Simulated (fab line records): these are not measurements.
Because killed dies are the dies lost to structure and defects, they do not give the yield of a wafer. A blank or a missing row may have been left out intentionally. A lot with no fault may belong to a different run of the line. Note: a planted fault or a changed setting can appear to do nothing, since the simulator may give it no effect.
Comparing a struck lot with a sound one / flow gf180mcu / 37 out of 602 route steps
Sound: these wafers, L170.4, L170.5, L170.6. The struck wafers were L160.3, L160.6. The cause is named last.
Each step with rows lists, per side, the tool, then ch with its chambers, then its first start. Under that, the readings that differ: sound wafers / struck wafers / difference of the means / sigmas: that difference in standard deviations of wafers without a fault.
alike: a reading whose means differ by less than 2 such deviations, as well as words and numbers matching on both sides. not compared: withheld readings; readings where some wafer has no value; bounds like >300 that might hide an equal value; numbers whose values overlap and for which the record gives no deviation.
The two part at a step that has a row with sigmas, a row that says differs or no value, or rows on one side only. Numbers that have no deviation but don't overlap get no sigmas and don't part them. Lack of a reading on every wafer of one side parts them only where that side has two or more wafers.

first, 2 steps without rows for these wafers: GF_M4_PEB_12 (peb time 90 s); GF_M4_DEVELOP_13 (develop time 60 s).
GF_M4_CD_MEAS_14: target cd 280 nm.
  sound on cd-sem-02, day 30 13:44; struck on cd-sem-01, day 27 18:44
  alike: cd-nm
GF_M4_OVL_MEAS_15:
  sound on overlay-02, day 30 13:49; struck on overlay-01, day 27 18:49
  alike: M4_OVL
then, 5 steps without rows for these wafers: GF_M4_METAL_ETCH_16 (etches the open film in Cl2/BCl3, stops on SiO2, target depth 750.8 nm, time 125.1 s); GF_M4_STRIP_17 (strips in O2/N2); GF_M4_STRIP_18 (strips in post etch residue remover, time 1200 s); GF_M4_CLEAN_19 (cleans in DIW); GF_V4_CVD_00 (deposits SiO2, target thk 600 nm, time 100 s).
GF_V4_THK_MEAS_01:
  sound on film-metro-01, day 30 14:44; struck on film-metro-04, day 27 19:36
  alike: V4_CVD_00_THK
GF_V4_CVD_02: deposits SiO2 from TEOS, target thk 850 nm, time 94.851 s.
  sound on pecvd-01 ch 1,2, day 30 14:47; struck on pecvd-01 ch 1,2, day 27 19:38
  alike: heater-power-w
GF_V4_THK_MEAS_03:
  sound on film-metro-03, day 30 14:53; struck on film-metro-03, day 27 19:44
  alike: V4_CVD_02_THK
GF_V4_CMP_04: polishes SiO2.
  sound on cmp-02 ch 0,3, day 30 14:58; struck on cmp-02 ch 0,3, day 27 19:49
reading=time-to-endpoint-s (s); sound=84 86 84; struck=50 56; difference=-32; sigmas=-6
reading=model.SiO2_of_V4_CVD_02.thk-nm (nm); sound=630.5 630.7 631.1; struck=694.7 695; difference=+64.1; sigmas=
  alike: edge-zone-pressure-frac, motor-current-A
GF_V4_BOW_MEAS_05:
  sound on film-metro-04, day 30 15:17; struck on film-metro-03, day 27 20:07
  alike: V4_BOW
then, 8 steps without rows for these wafers: GF_V4_DEHYDRATE_06 (time 60 s); GF_V4_HMDS_07 (prime time 60 s); GF_V4_COAT_08; GF_V4_COAT_09 (resist thk 1000 nm); GF_V4_SOFTBAKE_10 (time 60 s); GF_V4_EXPOSE_11 (exposes mask Via4, target cd 260 nm); GF_V4_PEB_12 (peb time 90 s); GF_V4_DEVELOP_13 (develop time 60 s).
GF_V4_CD_MEAS_14: target cd 260 nm.
  sound on cd-sem-01, day 31 08:59; struck on cd-sem-01, day 28 15:37
  alike: cd-nm
GF_V4_OVL_MEAS_15:
  sound on overlay-02, day 31 09:04; struck on overlay-01, day 28 15:43
  alike: V4_OVL
then, 1 step without rows for these wafers: GF_V4_ETCH_16 (etches BARC in N2/H2).
GF_V4_ETCH_17: etches SiO2 in C4F8/O2/Ar, stops on TiN, target depth 630 nm.
  sound on rie-diel-01 ch 0,1,2; struck on rie-diel-01 ch 2,3
reading=oes-product-au (a.u.); sound=0.855 0.858 0.856; struck=0.901 0.898; difference=+0.043; sigmas=+10
reading=model.etch.depth-nm (nm); sound=630.5 630.7 631.1; struck=694.7 695; difference=+64.1; sigmas=
reading=model.V4.feature-depth-nm (nm); sound=630.5 630.7 631.1; struck=694.7 695; difference=+64.1; sigmas=
GF_V4_STRIP_18: strips in O2/N2.
  sound on plasma-asher-01 ch 0,1, day 31 09:14; struck on plasma-asher-02 ch 1, day 28 15:54
reading=heater-power-w (W); sound=273 271 382; struck=389 413; difference=+92; sigmas=+2
  alike: drypump-motor-current-A, oes-product-au
  not compared: rf-hours-counter-h
then, 3 steps without rows for these wafers: GF_V4_STRIP_19 (strips in post etch residue remover, time 1200 s); GF_V4_CLEAN_20 (cleans in DIW); GF_V4_SPUTTER_21 (material Ti, target thk 15 nm, time 80.02 s).
GF_V4_SPUTTER_22: material TiN, target thk 10 nm, time 40 s.
  sound on pvd-sputter-01, day 31 09:49; struck on pvd-sputter-01, day 28 16:28
  alike: throttle-valve-pct
GF_V4_CVD_23: deposits W, target thk 350 nm, time 104.9 s.
  sound on cvd-w-01 ch 0,1, day 31 09:54; struck on cvd-w-01 ch 0,1, day 28 16:32
  alike: heater-power-w
GF_V4_RS_MEAS_24: measurement is done with a four-point probe.
  sound on film-metro-03, day 31 10:02; struck on film-metro-03, day 28 16:40
  alike: V4_W_RS
GF_V4_THK_MEAS_25: measures by xrf.
  sound on film-metro-03, day 31 10:07; struck on film-metro-03, day 28 16:46
  alike: V4_W_THK
GF_V4_CMP_26: polishes, stops on SiO2, t overpolish 15 s, target thk 0 nm.
  sound on cmp-02 ch 0,2,3, day 31 10:18; struck on cmp-01 ch 2, day 28 16:51
reading=model.SiO2_of_V4_CVD_02.thk-nm (nm); sound=626.7 626.9 627.3; struck=690.9 691.2; difference=+64.1; sigmas=
  alike: edge-zone-pressure-frac, motor-current-A
GF_MIM_SPUTTER_00: material Ti, target thk 37.5 nm, time 150 s.
  sound on pvd-sputter-01, day 31 10:27; struck on pvd-sputter-04, day 28 17:06
  alike: substrate-temp-c, throttle-valve-pct
then, 1 step without rows for these wafers: GF_PASSIVATION_PROBE_99.

## WHERE THEY PART
Last at GF_V4_STRIP_18 as far as this record goes, first at GF_V4_CMP_04. Later steps at which nothing parts them and some readings are alike: GF_V4_SPUTTER_22, GF_V4_CVD_23, GF_V4_RS_MEAS_24, GF_V4_THK_MEAS_25, GF_V4_CMP_26, GF_MIM_SPUTTER_00.

WHY: what the simulator had put in
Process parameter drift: cmp-02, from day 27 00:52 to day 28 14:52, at GF_V4_CMP_04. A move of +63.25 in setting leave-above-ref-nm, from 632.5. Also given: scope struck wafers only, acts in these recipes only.
